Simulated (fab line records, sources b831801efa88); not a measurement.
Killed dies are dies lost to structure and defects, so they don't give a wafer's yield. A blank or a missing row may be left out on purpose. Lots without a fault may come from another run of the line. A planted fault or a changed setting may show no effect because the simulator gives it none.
One fault seen from 2 desks | flow gf180mcu | each desk has only its own numbers; what lay behind them comes last

THE TOOL OWNER'S DESK: litho_track-02
The tool's own readings at GF_V5_PEB_12 (peb time 90 s): means of the sampled wafers that have a number, for each lot that ran on this tool. A lot is out of limits, marked OUT, if its mean lies more than 4 standard deviations from the usual mean; the brackets give that distance.
Columns: A = heater_power_total_W at GF_V5_PEB_12, usual 85.70 W; B = plate_temp_C at GF_V5_PEB_12, usual 135.02 C
lot  | first seen here | A               | B
L482 | day 27 12:22    | 85.61           | 135.28
L490 | day 30 03:16    | 85.74           | 135.01
L494 | day 31 05:56    | 84.32 (-17) OUT | 133.20 (-14) OUT
L495 | day 31 14:28    | 84.28 (-17) OUT | 133.23 (-14) OUT
This desk's finding: out of limits on L494, L495; first on L494, day 31 05:56 (heater_power_total_W at GF_V5_PEB_12). In limits: L482, L490.

THE METROLOGY DESK
What the gauges read, lot by lot, whatever tool the lot ran on: means of the sampled wafers that have a number. A lot is out of limits, marked OUT, if its mean lies more than 4 standard deviations from the usual mean; the brackets give that distance.
Columns: A = V5_CVD_02_THK at GF_V5_THK_MEAS_03, usual 1450 nm; B = cd_nm at GF_V5_CD_MEAS_14, usual 260.0 nm
lot  | first seen here | A    | B
L481 | day 26 06:37    | 1450 | 258.6
L482 | day 26 16:19    | 1438 | 259.3
L483 | day 27 03:16    | 1450 | 259.3
L484 | day 27 06:49    | 1448 | 259.9
L489 | day 29 04:24    | 1443 | 260.6
L490 | day 29 08:31    | 1457 | 261.0
L494 | day 30 12:05    | 1467 | 254.5 (-4.6) OUT
L495 | day 30 20:44    | 1447 | 253.5 (-5.4) OUT
L496 | day 31 05:35    | 1450 | 260.3
L500 | day 31 21:01    | 1442 | 258.0
L504 | day 32 21:59    | 1444 | 261.1
This desk's finding: out of limits on L494, L495; first on L494, day 31 06:15 (cd_nm at GF_V5_CD_MEAS_14). In limits: L481, L482, L483, L484, L489, L490, L496, L500, L504.

PUT TOGETHER
The tool owner's desk could have raised an alarm at day 31 05:56, on L494, L495.
The metrology desk could have raised an alarm at day 31 06:15, on L494, L495.
Of the lots named, all ran GF_V5_PEB_12 on litho_track-02.

WHAT THE SIMULATOR HAD PUT IN
Process parameter drift: litho_track-02, from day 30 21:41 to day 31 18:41, at GF_V5_PEB_12. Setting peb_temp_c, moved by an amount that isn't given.
Lots struck among those shown: L494, L495.
Hours from the fault's start to each desk's first reading out of limits: the tool owner's desk, 8; the metrology desk, 9.
